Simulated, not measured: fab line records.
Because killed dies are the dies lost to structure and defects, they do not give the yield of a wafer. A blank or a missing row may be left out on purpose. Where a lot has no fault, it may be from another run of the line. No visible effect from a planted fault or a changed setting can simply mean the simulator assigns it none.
Comparing a struck lot with a sound one	flow sky130	15 out of 708 route steps
Sound: these wafers, L660.1, L660.4, L660.5. Struck: wafers L670.1, L670.4 (left out: L670.3, a lot-mate that was not struck); the cause follows at the end.
At each step with rows: each side's tool, then ch and its chambers, then its first start. Under that, the readings that differ: sound wafers	struck wafers	difference of the means	sigmas: that difference in standard deviations of wafers without a fault.
alike: readings with means less than 2 such deviations apart, plus words and numbers identical on both sides. not compared: withheld readings, readings lacking a value on some wafer, bounds such as >300 that could conceal the same value, and numbers that have no deviation in the record and whose values overlap.
Wherever a step has rows on one side only, a row that says differs or no value, or a row with sigmas, the two part there. Non-overlapping numbers with no deviation appear without sigmas and do not part them. A reading that every wafer of one side lacks parts them only if that side has two wafers or more.

first, 4 steps without rows for these wafers: SKY_VIA2_SOFTBAKE_08 (time 90 s); SKY_VIA2_EXPOSE_09 (exposes mask VIM2, target cd 200 nm); SKY_VIA2_PEB_10; SKY_VIA2_DEVELOP_11 (develop time 60 s).
SKY_VIA2_CD_MEAS_12: target cd 200 nm.
  struck on cd-sem-02, day 41 11:29; sound on cd-sem-01, day 37 06:38
reading	sound	struck	difference	sigmas
cd-nm (nm)	200.7 201.5 202.3	198.6 198.9	-2.8	-2
SKY_VIA2_OVL_MEAS_13:
  struck on overlay-02, day 41 11:36; sound on overlay-01, day 37 06:46
  alike: VIA2_OVL
SKY_VIA2_ETCH_14: etches BARC in N2/H2, stops on SiO2, time 45.9 s, target depth 60 nm.
  sound on rie-diel-02 ch 0,2, day 37 06:47; struck on rie-diel-04 ch 2,3, day 41 11:38
  alike: bias-w, drypump-motor-current-A, oes-product-au, rf-fwd-power-W, throttle-valve-pct
  not compared: rf-hours-counter-h
SKY_VIA2_ETCH_15: etches SiO2 in C4F8/O2/Ar, stops on TiN, target depth 546 nm, time 84 s.
  sound on rie-diel-02 ch 0,2, day 37 06:50; struck on rie-diel-04 ch 2,3, day 41 11:41
  alike: bias-w, oes-product-au, rf-fwd-power-W
  not compared: rf-hours-counter-h
SKY_VIA2_STRIP_16: strips in O2/N2.
  sound on plasma-asher-04 ch 0,1, day 37 06:54; struck on plasma-asher-04 ch 0,1, day 41 11:44
  alike: drypump-motor-current-A, oes-product-au, strip-time-to-endpoint-s
  not compared: rf-hours-counter-h
then, 3 steps without rows for these wafers: SKY_VIA2_STRIP_17 (strips in post etch residue remover, time 1200 s); SKY_VIA2_CLEAN_18 (cleans in IPA, time 180 s); SKY_VIA2_CLEAN_19 (cleans in O3/DIW).
SKY_VIA2_SPUTTER_20: material TiN, target thk 20 nm, time 80 s.
  struck on pvd-sputter-02, day 41 12:20; sound on pvd-sputter-04, day 37 07:29
reading	sound	struck	difference	sigmas
cathode-dc-power-W (W)	4000.4 4000.2 4000.5	4118.0 4118.2	+117.7	+99 or more
  alike: throttle-valve-pct
  not compared: model.TiN_of_VIA2_SPUTTER_20.thk-nm
SKY_VIA2_CVD_21: deposits W, target thk 420 nm, time 126.4 s.
  sound on cvd-w-01 ch 1, day 37 07:34; struck on cvd-w-02 ch 0,1, day 41 12:24
  alike: heater-power-w, susceptor-temp-C
  not compared: since-wet-clean-h
-- the record jumps here: 8 days lie between the struck wafers' starts before and after (it left off in module VIA2 and takes up again in module PAD_OPEN, whose first step shown is number 708 of the route) --
SKY_PAD_OPEN_PROBE_99:
  rows exist in the record for the struck wafers here (prober-01, day 49 16:42), but not for the sound ones

WHERE THEY PART
Last at SKY_PAD_OPEN_PROBE_99 as far as this record goes, first at SKY_VIA2_CD_MEAS_12.

WHY: whatever the simulator had introduced
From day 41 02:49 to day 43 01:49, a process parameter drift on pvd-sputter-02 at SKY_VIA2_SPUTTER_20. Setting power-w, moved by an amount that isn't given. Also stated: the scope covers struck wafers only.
